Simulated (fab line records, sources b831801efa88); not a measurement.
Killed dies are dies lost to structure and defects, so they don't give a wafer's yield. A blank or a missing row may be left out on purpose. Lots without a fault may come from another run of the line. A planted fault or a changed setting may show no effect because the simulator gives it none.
One fault seen from 2 desks | flow gf180mcu | each desk has only its own numbers; what lay behind them comes last

THE TOOL OWNER'S DESK: rie_diel-03
The tool's own readings at GF_CONTACT_ETCH_17 (etches SiO2 in C4F8/O2/Ar, stops on CoSi2, target depth 860 nm): means of the sampled wafers that have a number, for each lot that ran on this tool. A lot is out of limits, marked OUT, if its mean lies more than 4 standard deviations from the usual mean; the brackets give that distance.
Columns: A = oes_product_au at GF_CONTACT_ETCH_17, usual 0.811 a.u.
lot  | first seen here | A
L539 | day 16 10:00    | 0.813
L554 | day 21 20:00    | 0.807
This desk's finding: nothing out of limits on any of the 2 lots.

THE METROLOGY DESK
What the gauges read, lot by lot, whatever tool the lot ran on: means of the sampled wafers that have a number. A lot is out of limits, marked OUT, if its mean lies more than 4 standard deviations from the usual mean; the brackets give that distance.
Columns: A = CONTACT_BOW at GF_CONTACT_BOW_MEAS_05, usual 65 um; B = cd_nm at GF_CONTACT_CD_MEAS_14, usual 220.0 nm; C = CONTACT_OVL at GF_CONTACT_OVL_MEAS_15, usual 2 nm
lot  | first seen here | A  | B     | C
L539 | day 15 12:23    | 60 | 219.5 | 1
L542 | day 16 14:26    | 61 | 221.2 | 12
L554 | day 20 20:44    | 65 | 219.6 | 8
L557 | day 22 02:41    | 67 | 219.4 | -5
L559 | day 22 16:46    | 74 | 218.5 | -2
This desk's finding: nothing out of limits on any of the 5 lots.

PUT TOGETHER
The tool owner's desk saw nothing out of limits.
The metrology desk saw nothing out of limits.

WHAT THE SIMULATOR HAD PUT IN
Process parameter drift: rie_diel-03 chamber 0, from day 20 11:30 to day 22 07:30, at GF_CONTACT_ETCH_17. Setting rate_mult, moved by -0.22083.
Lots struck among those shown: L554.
